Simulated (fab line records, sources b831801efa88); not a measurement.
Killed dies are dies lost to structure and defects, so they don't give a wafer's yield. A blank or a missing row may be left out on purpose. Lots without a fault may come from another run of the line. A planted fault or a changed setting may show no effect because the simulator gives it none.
Chamber matching | flow sfq_line | SFQ_TRILAYER_I4_CMP_CMP_100 on cmp-02: 4 sister chambers
The step polishes SiO2. 4 wafers are shown with their chamber, then 7 later ones without.

WAFERS WITH THEIR CHAMBER
wafer  | chamber | motor_current_A (A)
L971.4 | 0       | 9.1
L971.6 | 1       | 10.7
L973.2 | 3       | 11.0
L973.3 | 2       | 11.5

WAFERS WITHOUT THEIR CHAMBER
wafer  | motor_current_A (A)
L973.6 | 11.9
L978.2 | 9.3
L978.3 | 10.9
L978.5 | 10.7
L979.2 | 11.8
L979.4 | 11.1
L979.6 | 9.0

WHICH CHAMBER EACH WENT THROUGH
wafer  | from the rows above          | in truth
L973.6 | 2                            | 2
L978.2 | 0                            | 0
L978.3 | can't be placed: 3 or 1      | 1
L978.5 | can't be placed: 1 or 3      | 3
L979.2 | 2                            | 2
L979.4 | can't be placed: 3 or 1 or 2 | 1
L979.6 | 0                            | 0
Placed correctly: 4 of 7. Can't be placed from these rows: 3 (the true chamber is among the candidates in 3). Placed wrongly: 0.
How it was worked out, from the rows above alone: a wafer's distance from a chamber is the root of the sum, over the readings, of the square of ((its reading less the chamber's mean) divided by the reading's scatter). The wafer belongs to the nearest chamber; if the next one is less than 2 further off, it can't be placed. A chamber's mean is the mean of its shown wafers. The scatter: with one shown wafer a chamber, the root of the mean of the squares of how far each hidden wafer lies from its nearest shown one.
